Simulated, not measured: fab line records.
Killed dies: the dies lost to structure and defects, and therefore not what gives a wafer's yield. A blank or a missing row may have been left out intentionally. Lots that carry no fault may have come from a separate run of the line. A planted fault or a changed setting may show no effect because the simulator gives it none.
Chamber matching    flow sky130    cmp-01 running SKY_VIA1_CMP_24: 4 sister chambers
The step polishes, stops on SiO2, t overpolish 15 s, target thk 0 nm. 8 wafers are shown with their chamber, then 12 later ones without.

WAFERS, EACH WITH ITS CHAMBER
wafer   chamber  motor-current-A (A)  time-to-endpoint-s (s)
L084.2  2        12.2                 69
L084.6  0        9.2                  62
L088.3  1        11.6                 65
L088.5  0        9.4                  61
L088.6  3        10.1                 70
L090.1  1        11.6                 66
L090.2  2        11.9                 63
L090.5  3        9.5                  70

WAFERS MISSING THEIR CHAMBER
wafer   motor-current-A (A)  time-to-endpoint-s (s)
L092.2  9.3                  68
L092.4  12.4                 67
L092.5  9.4                  65
L094.2  11.7                 63
L094.3  9.4                  65
L094.4  11.9                 68
L094.1  9.0                  65
L094.5  12.5                 65
L094.6  12.4                 63
L096.1  9.1                  67
L096.2  11.8                 65
L096.4  12.5                 64

WHICH CHAMBER EACH WENT THROUGH
wafer   from the rows above      in truth
L092.2  can't be placed: 3 or 0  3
L092.4  can't be placed: 2 or 1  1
L092.5  can't be placed: 0 or 3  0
L094.2  can't be placed: 1 or 2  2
L094.3  can't be placed: 0 or 3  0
L094.4  can't be placed: 2 or 1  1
L094.1  can't be placed: 0 or 3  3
L094.5  can't be placed: 2 or 1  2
L094.6  can't be placed: 2 or 1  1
L096.1  can't be placed: 0 or 3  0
L096.2  can't be placed: 1 or 2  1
L096.4  can't be placed: 2 or 1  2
Correctly placed: 0 of 12. From these rows, 12 cannot be placed; in 12 the true chamber is one of the candidates. Number placed wrongly: 0.
How it was worked out, from the rows above alone: a wafer's distance from a chamber is the root of the sum, over the readings, of the square of ((its reading less the chamber's mean) divided by the reading's scatter). If the next closest chamber is less than 2 further off than the closest, the wafer can't be placed; otherwise it belongs to the closest. A chamber's mean is the mean of its shown wafers. The scatter: take each reading less its chamber's mean, square it, sum over the shown wafers, divide by the number of wafers less the number of chambers, and take the root.
